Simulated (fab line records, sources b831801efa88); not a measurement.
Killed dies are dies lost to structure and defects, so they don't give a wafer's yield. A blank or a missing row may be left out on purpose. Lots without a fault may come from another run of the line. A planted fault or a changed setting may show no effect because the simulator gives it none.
fab line records | flow sfq_line
record lots=14 wafers=42 last_day=91
route steps=325 shown L0@14 L0V@24 M0@35 I3@133 JJ@192
lots that met no fault: from a run of the same line without faults
start_h: hours from the record's first day to the start of the lot's first wafer shown | wait_h: hours since the lot's step before | " the same as in the row above | L1.1+2: a row that stands for several wafers | - no value, or no start given | * or withheld: withheld | < > ~ a bound
route shown NAME@n: a module of which the file shows steps, and the number in the route of the first | usual: mean/standard deviation of fault-free wafers | same: alike in all rows | chamber/n: place in a boat | sites: the reading at each site | _std_site: their standard deviation | _edge_site: outer sites' mean less inner sites' | radius_mm: how far each site lies from the wafer's centre | mask NAME#n: copy n | behind: the tool/chamber that last shaped the wafer | hold: why the lot was held/for how many hours/how that ended | device: the transistor (n, p or np) that didn't switch | end of line: the same wafers' tests at the end of the route | a step without rows: its recipe alone | killed: dies lost to structure and defects at the first sort, not the wafer's yield | map: a wafer's dies, x killed, . not, _ none there
set.NAME: the setting as run; set.NAME@STEP: as run at that earlier step | model.NAME: the simulator's own value behind a step, which no gauge read
steps of the route over a sample of lots; a table a step, a row a wafer
services: from which hour (start_h, from the record's first day; less than 0 if before it) a tool's chamber was out of use, for how many hours, and why
## steps
# step SFQ_TRILAYER_L0_STRIP_STRIP_009
# recipe gas=O2 power_w=200 platen_temp_c=40 overash_fraction=0.65 chemistry=O2 pressure_mtorr=50
# usual drypump_motor_current_A=6.0/0.5 oes_product_au=1.002/0.0097
# columns lot.wafer tool chamber start_h wait_h drypump_motor_current_A oes_product_au rf_hours_counter_h
L560.3 rie_metal-01 0 109.95 0.2 5.5 0.995 -
L560.5 " 1 " " 6.6 0.999 -
L560.6 " 0 " " 5.5 1.011 -
L561.1 rie_metal-02 0 114.55 0.0 6.3 0.992 46
L561.4 " 1 " " 5.1 0.995 -
L561.6 " 1 " " 5.1 1.005 -
L562.4 rie_metal-02 1 118.35 0.2 5.1 1.004 -
L562.5 " 0 " " 6.3 0.999 -
L562.6 " 1 " " 5.0 1.010 -
L563.1 rie_metal-04 0 119.35 0.0 6.2 1.006 15
L563.4 " 0 " " 6.2 1.007 -
L563.6 " 0 " " 6.2 0.995 -
L564.3 rie_metal-02 1 120.75 0.2 5.1 0.999 -
L564.4 " 0 " " 6.3 0.995 -
L564.6 " 0 " " 6.3 0.989 -
L565.2 rie_metal-04 1 124.15 0.0 6.2 1.009 125
L565.4 " 0 " " 6.2 1.006 -
L565.6 " 1 " " 6.2 1.011 -
L567.1 rie_metal-01 0 134.95 0.0 5.5 1.000 120
L567.2 " 1 " " 6.6 1.003 6
L567.6 " 1 " " 6.5 0.999 -
L572.1 rie_metal-04 0 162.59 0.0 6.2 0.994 21
L572.3 " 1 " " 6.2 1.006 -
L572.4 " 0 " " 6.2 1.013 -
L573.1 rie_metal-04 1 169.79 0.0 6.2 1.018 131
L573.2 " 0 " " 6.2 1.005 22
L573.5 " 0 " " 6.2 1.000 -
L577.1 rie_metal-01 0 191.89 0.0 5.5 0.981 129
L577.2 " 1 " " 6.5 1.001 15
L577.4 " 0 " " 5.5 0.992 -
L579.2 rie_metal-04 1 208.69 0.0 6.2 1.013 135
L579.4 " 1 " " 6.2 1.022 -
L579.6 " 0 " " 6.1 1.017 -
L580.2 rie_metal-01 0 213.49 0.0 5.5 0.986 130
L580.3 " 0 " " 5.5 1.000 -
L580.4 " 1 " " 6.5 1.006 -
L581.1 rie_metal-02 0 224.52 0.1 6.3 0.986 63
L581.5 " 0 " " 6.3 0.996 -
L581.6 " 0 " " 6.3 0.997 -
L582.2 rie_metal-01 1 231.74 0.0 6.6 0.993 19
L582.3 " 0 " " 5.5 0.988 -
L582.5 " 1 " " 6.6 0.994 -
# step SFQ_TRILAYER_L0_VIA_BARC_OPEN_VIA_ETCH_021
# recipe mask_material=PR chemistry=O2 target_depth_nm=125 target=BARC source_w=500 bias_w=80 pressure_mtorr=30 time_s=41.7
# usual bias_w=80.01/0.25 chamber_pressure_mTorr=30.004/0.025 drypump_motor_current_A=5.8/0.51 oes_product_au=0.685/0.0045
# columns lot.wafer tool chamber start_h wait_h bias_w chamber_pressure_mTorr drypump_motor_current_A oes_product_au rf_hours_counter_h
L560.3 rie_diel-04 1 203.82 0.0 79.76 30.035 4.6 0.691 46
L560.5 " 0 " " 79.96 30.004 5.8 0.686 -
L560.6 " 3 " " 80.11 30.023 6.1 0.686 -
L561.1 rie_diel-04 2 211.02 0.0 80.31 30.027 6.5 0.682 0
L561.4 " 3 " " 79.73 30.024 6.1 0.689 62
L561.6 " 0 " " 79.68 29.989 5.7 0.685 -
L562.4 rie_diel-01 3 214.62 0.0 79.94 30.003 6.2 0.692 118
L562.5 " 0 " " 79.51 30.020 6.0 0.690 -
L562.6 " 1 " " 80.11 29.987 6.0 0.682 -
L563.1 rie_diel-01 0 219.55 0.0 79.95 30.021 6.0 0.678 120
L563.4 " 1 " " 79.97 30.005 6.0 0.690 29
L563.6 " 3 " " 80.11 30.009 6.1 0.685 -
L564.3 rie_diel-03 0 221.95 0.0 80.38 30.026 5.7 0.690 7
L564.4 " 1 " " 79.64 29.960 4.9 0.690 141
L564.6 " 2 " " 80.01 30.051 5.7 0.680 -
L565.2 rie_diel-04 1 229.27 0.0 80.17 29.982 4.7 0.688 46
L565.4 " 0 " " 80.12 30.001 5.7 0.687 -
L565.6 " 2 " " 80.12 29.994 6.5 0.684 -
L567.1 rie_diel-01 0 237.67 0.0 80.06 29.994 6.0 0.688 121
L567.2 " 3 " " 80.06 29.977 6.2 0.682 118
L567.6 " 2 " " 79.73 30.049 6.5 0.682 -
L572.1 rie_diel-01 0 269.00 0.0 - - - - -
L572.3 " 3 " " - - - - -
L572.4 " 3 " " - - - - -
L573.1 rie_diel-03 1 278.60 0.0 - - - - -
L573.2 " 0 " " - - - - -
L573.5 " 1 " " - - - - -
L577.1 rie_diel-01 1 305.00 0.0 80.08 30.025 6.0 0.683 29
L577.2 " 0 " " 80.01 29.996 6.0 0.687 121
L577.4 " 1 " " 79.92 29.944 6.0 0.687 -
L579.2 rie_diel-01 2 330.32 0.0 80.02 29.992 6.4 0.678 123
L579.4 " 0 " " 79.83 30.012 6.0 0.678 121
L579.6 " 3 " " 80.45 30.019 6.2 0.685 -
L580.2 rie_diel-03 2 335.93 0.0 80.16 29.987 5.6 0.677 44
L580.3 " 3 " " 79.95 29.996 5.9 0.685 20
L580.4 " 0 " " 79.75 30.007 5.8 0.690 -
L581.1 rie_diel-03 0 346.73 0.0 80.06 29.992 5.8 0.689 9
L581.5 " 0 " " 80.02 30.015 5.8 0.690 -
L581.6 " 2 " " 80.03 29.991 5.7 0.687 -
L582.2 rie_diel-04 3 355.13 0.0 80.16 29.969 6.1 0.675 64
L582.3 " 0 " " 79.60 30.026 5.7 0.680 8
L582.5 " 1 " " 79.95 30.048 4.7 0.679 -
# step SFQ_TRILAYER_L0_VIA_ETCH_VIA_ETCH_016
# recipe target=SiO2 stop_on=MoNx_KI mask_material=PR chemistry=CHF3 target_depth_nm=80 source_w=500 bias_w=80 pressure_mtorr=30 time_s=withheld
# usual bias_w=79.99/0.25 chamber_pressure_mTorr=30.004/0.024 drypump_motor_current_A=5.8/0.51 oes_product_au=0.841/0.0081
# columns lot.wafer tool chamber start_h wait_h bias_w chamber_pressure_mTorr drypump_motor_current_A oes_product_au
L560.3 rie_diel-04 1 203.86 0.0 80.31 29.972 4.7 0.837
L560.5 " 0 " " 80.20 30.016 5.7 0.848
L560.6 " 3 " " 79.83 30.001 6.1 0.853
L561.1 rie_diel-04 2 211.06 0.0 79.72 30.038 6.6 0.852
L561.4 " 3 " " 80.07 30.045 6.1 0.845
L561.6 " 0 " " 79.73 30.001 5.7 0.861
L562.4 rie_diel-01 3 214.66 0.0 80.08 29.977 6.2 0.850
L562.5 " 0 " " 80.00 29.945 6.0 0.845
L562.6 " 1 " " 80.22 30.012 6.0 0.832
L563.1 rie_diel-01 0 219.59 0.0 79.69 30.003 6.0 0.836
L563.4 " 1 " " 80.46 30.004 6.0 0.854
L563.6 " 3 " " 79.79 30.018 6.2 0.854
L564.3 rie_diel-03 0 221.99 0.0 79.47 30.016 5.7 0.826
L564.4 " 1 " " 80.09 29.989 4.9 0.835
L564.6 " 2 " " 80.21 30.034 5.7 0.851
L565.2 rie_diel-04 1 229.31 0.0 79.99 30.015 4.7 0.839
L565.4 " 0 " " 79.99 29.978 5.7 0.834
L565.6 " 2 " " 80.28 30.026 6.6 0.830
L567.1 rie_diel-01 0 237.71 0.0 80.00 29.996 6.0 0.847
L567.2 " 3 " " 79.55 29.963 6.2 0.847
L567.6 " 2 " " 79.40 30.006 6.4 0.843
L572.1 rie_diel-01 0 269.04 0.0 80.05 29.985 6.0 0.383
L572.3 " 3 " " 80.21 29.976 6.2 0.374
L572.4 " 3 " " 80.04 29.959 6.2 0.371
L573.1 rie_diel-03 1 278.64 0.0 80.05 29.999 4.9 0.380
L573.2 " 0 " " 80.19 30.043 5.7 0.374
L573.5 " 1 " " 79.73 30.019 4.9 0.377
L577.1 rie_diel-01 1 305.04 0.0 79.73 29.999 6.0 0.843
L577.2 " 0 " " 79.97 30.016 6.0 0.838
L577.4 " 1 " " 79.82 29.984 6.0 0.840
L579.2 rie_diel-01 2 330.36 0.0 79.98 29.998 6.4 0.846
L579.4 " 0 " " 80.08 29.995 6.0 0.839
L579.6 " 3 " " 80.10 29.971 6.2 0.837
L580.2 rie_diel-03 2 335.97 0.0 80.34 30.004 5.6 0.837
L580.3 " 3 " " 79.77 29.977 5.9 0.846
L580.4 " 0 " " 80.11 29.988 5.8 0.841
L581.1 rie_diel-03 0 346.77 0.0 79.94 29.965 5.7 0.842
L581.5 " 0 " " 80.09 30.032 5.7 0.848
L581.6 " 2 " " 80.00 30.050 5.7 0.839
L582.2 rie_diel-04 3 355.17 0.0 79.97 29.998 6.1 0.839
L582.3 " 0 " " 79.77 30.060 5.7 0.842
L582.5 " 1 " " 79.84 30.022 4.7 0.840
# step SFQ_TRILAYER_M0_LITHO_EXPOSE_022
# recipe mask_id=M0 na=0.6 source_shape=conventional sigma_outer=0.65 target_cd_nm=500 dose_mj=14.4
# usual exposure_dose_mJ_cm2=14.399/0.014 focus_offset_nm=0.1/0.52
# columns lot.wafer tool chamber start_h wait_h mask exposure_dose_mJ_cm2 focus_offset_nm
L560.3 krf_scanner-02 0 320.79 - M0#0 14.417 0.0
L560.5 " 0 " " M0#0 14.430 0.2
L560.6 " 0 " " M0#0 14.413 0.0
L561.1 krf_scanner-02 0 331.19 - M0#0 14.381 -0.2
L561.4 " 0 " " M0#0 14.404 1.2
L561.6 " 0 " " M0#0 14.411 0.7
L562.4 krf_scanner-02 0 332.99 - M0#0 14.392 0.4
L562.5 " 0 " " M0#0 14.412 0.2
L562.6 " 0 " " M0#0 14.395 -0.6
L563.1 krf_scanner-02 0 333.59 - M0#0 14.395 0.6
L563.4 " 0 " " M0#0 14.399 -0.6
L563.6 " 0 " " M0#0 14.386 0.7
L564.3 krf_scanner-02 0 335.19 - M0#0 14.396 0.0
L564.4 " 0 " " M0#0 14.401 -0.4
L564.6 " 0 " " M0#0 14.400 -0.3
L565.2 krf_scanner-02 0 336.19 - M0#0 14.401 0.1
L565.4 " 0 " " M0#0 14.393 0.5
L565.6 " 0 " " M0#0 14.411 0.2
L567.1 krf_scanner-02 0 338.39 - M0#0 14.429 0.4
L567.2 " 0 " " M0#0 14.390 -0.1
L567.6 " 0 " " M0#0 14.412 0.1
L572.1 krf_scanner-02 - 392.12 - M0#0 - -
L572.3 " - " " M0#0 - -
L572.4 " - " " M0#0 - -
L573.1 krf_scanner-02 - 400.52 - M0#0 - -
L573.2 " - " " M0#0 - -
L573.5 " - " " M0#0 - -
L577.1 krf_scanner-01 0 440.95 - M0#0 14.375 -0.1
L577.2 " 0 " " M0#0 14.353 0.4
L577.4 " 0 " " M0#0 14.391 0.9
L579.2 krf_scanner-01 0 466.35 - M0#0 14.393 -0.1
L579.4 " 0 " " M0#0 14.412 0.5
L579.6 " 0 " " M0#0 14.384 0.0
L580.2 krf_scanner-01 0 473.55 - M0#0 14.406 0.5
L580.3 " 0 " " M0#0 14.385 0.1
L580.4 " 0 " " M0#0 14.406 0.2
L581.1 krf_scanner-02 0 491.47 - M0#0 14.400 -0.1
L581.5 " 0 " " M0#0 14.395 -0.2
L581.6 " 0 " " M0#0 14.405 0.2
L582.2 krf_scanner-02 0 502.47 - M0#0 14.383 0.8
L582.3 " 0 " " M0#0 14.398 0.9
L582.5 " 0 " " M0#0 14.398 1.3
# step SFQ_TRILAYER_I3_DEP_PECVD_081
# recipe material=SiO2 temp_c=150 time_s=111.11 pressure_torr=2.4 rf_w=183.3 precursor=SiH4/N2O target_thk_nm=500
# usual heater_power_w=83/9.1 throttle_valve_pct=25.0/1.3
# columns lot.wafer tool chamber start_h wait_h heater_power_w throttle_valve_pct
L560.3 pecvd-02 2 928.90 0.0 79 26.2
L560.5 " 0 " " 80 25.3
L560.6 " 1 " " 78 26.9
L561.1 pecvd-04 1 932.49 0.0 73 24.3
L561.4 " 1 " " 77 24.5
L561.6 " 2 " " 78 23.8
L562.4 pecvd-02 1 934.94 0.0 89 27.0
L562.5 " 2 " " 80 26.1
L562.6 " 0 " " 86 24.9
L563.1 pecvd-02 0 937.30 0.0 86 25.0
L563.4 " 2 " " 86 26.1
L563.6 " 0 " " 86 25.1
L564.3 pecvd-04 2 938.53 0.0 86 23.6
L564.4 " 0 " " 65 24.8
L564.6 " 2 " " 90 23.3
L565.2 pecvd-04 2 943.29 0.0 85 23.3
L565.4 " 0 " " 58 25.0
L565.6 " 2 " " 89 23.6
L567.1 pecvd-02 1 951.28 0.0 84 27.2
L567.2 " 2 " " 83 26.3
L567.6 " 0 " " 83 25.3
L572.1 pecvd-02 2 1014.06 0.0 85 26.3
L572.3 " 1 " " 78 26.7
L572.4 " 0 " " 71 25.1
L573.1 pecvd-04 0 1016.66 0.0 70 25.1
L573.2 " 2 " " 78 23.5
L573.5 " 1 " " 73 25.0
L577.1 pecvd-01 1 1051.26 0.0 102 23.7
L577.2 " 2 " " 82 23.4
L577.4 " 2 " " 84 23.4
L579.2 pecvd-01 1 1071.60 0.0 100 23.8
L579.4 " 0 " " 88 23.8
L579.6 " 2 " " 87 23.2
L580.2 pecvd-02 1 1076.42 0.0 91 27.2
L580.3 " 1 " " 90 27.2
L580.4 " 2 " " 83 26.4
L581.1 pecvd-04 0 1106.56 0.0 67 25.3
L581.5 " 1 " " 72 25.3
L581.6 " 0 " " 70 25.3
L582.2 pecvd-01 0 1113.60 0.0 99 23.7
L582.3 " 1 " " 97 23.8
L582.5 " 2 " " 75 23.3
# step SFQ_TRILAYER_JJ_CE_METRO_MEASURE_117
# usual cd_nm=699.9/1.4
# columns lot.wafer tool chamber start_h wait_h cd_nm
L560.3 cd_sem-01 - 1224.57 0.4 699.4
L560.5 " - " " 698.6
L560.6 " - " " 700.7
L561.1 cd_sem-02 - 1227.60 0.0 699.2
L561.4 " - " " 700.5
L561.6 " - " " 698.5
L562.4 cd_sem-01 - 1229.40 0.6 698.2
L562.5 " - " " 697.6
L562.6 " - " " 697.3
L563.1 cd_sem-02 - 1231.32 0.0 699.2
L563.4 " - " " 700.3
L563.6 " - " " 699.8
L564.3 cd_sem-01 - 1237.57 0.4 699.5
L564.4 " - " " 699.4
L564.6 " - " " 699.1
L565.2 cd_sem-02 - 1241.10 0.2 699.3
L565.4 " - " " 697.4
L565.6 " - " " 698.0
L567.1 cd_sem-02 - 1252.17 0.0 700.3
L567.2 " - " " 700.1
L567.6 " - " " 700.8
L572.1 cd_sem-01 - 1328.62 0.0 -
L572.3 " - " " -
L572.4 " - " " -
L573.1 cd_sem-02 - 1331.02 0.0 -
L573.2 " - " " -
L573.5 " - " " -
L577.1 cd_sem-02 - 1367.06 0.0 700.0
L577.2 " - " " 700.0
L577.4 " - " " 699.6
L579.2 cd_sem-02 - 1381.66 0.2 703.0
L579.4 " - " " 701.0
L579.6 " - " " 701.0
L580.2 cd_sem-01 - 1388.66 0.2 699.0
L580.3 " - " " 701.3
L580.4 " - " " 700.9
L581.1 cd_sem-02 - 1491.68 0.0 699.3
L581.5 " - " " 700.5
L581.6 " - " " 698.7
L582.2 cd_sem-01 - 1500.41 0.2 698.8
L582.3 " - " " 697.6
L582.5 " - " " 698.4
## services
# columns tool chamber start_h hours kind
rie_diel-01 1 189.77 7.7 repair
rie_diel-01 1 264.84 8.5 repair
rie_diel-01 0 271.13 18.2 repair
rie_diel-01 1 286.19 11.4 repair
rie_diel-01 3 298.69 7.6 repair
rie_diel-01 - 298.97 0.3 repair
rie_diel-01 0 332.56 2.2 repair
rie_diel-01 3 332.62 11.2 repair
rie_diel-01 0 382.14 4.9 repair
rie_diel-01 - 423.21 2.8 pm
rie_diel-01 0 452.09 11.5 repair
rie_diel-01 0 616.94 27.3 repair
rie_diel-01 3 617.43 5.1 repair
rie_diel-01 1 618.76 13.5 repair
rie_diel-01 2 625.58 4.7 repair
rie_diel-01 1 724.61 3.9 repair
rie_diel-01 - 757.18 14.6 pm
rie_diel-01 1 778.78 5.9 repair
rie_diel-01 3 839.85 14.8 repair
rie_diel-01 3 869.71 6.0 repair
rie_diel-01 - 911.92 20.2 repair
rie_diel-01 2 1033.30 35.3 repair
rie_diel-01 1 1079.64 5.6 repair
rie_diel-01 3 1134.25 1.9 repair
## key
first_sign step=SFQ_TRILAYER_L0_VIA_BARC_OPEN_VIA_ETCH_021 reading=tool_record direction=missing
effect step=SFQ_TRILAYER_L0_VIA_ETCH_VIA_ETCH_016 reading=oes_product_au direction=down sigmas=57 usual=0.841 struck=0.376
effect step=SFQ_TRILAYER_M0_LITHO_EXPOSE_022 reading=tool_record direction=missing
met_at SFQ_TRILAYER_L0_VIA_BARC_OPEN_VIA_ETCH_021
struck_lots L572,L573
not_acting_at SFQ_TRILAYER_L0_STRIP_STRIP_009,SFQ_TRILAYER_I3_DEP_PECVD_081,SFQ_TRILAYER_JJ_CE_METRO_MEASURE_117
onset_between 237.67 269.00
fault kind=skipped_step_whole tool=rie_diel-01,rie_diel-03 chamber=- onset_h=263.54 steps=SFQ_TRILAYER_L0_VIA_BARC_OPEN_VIA_ETCH_021 scope=struck_lots_only
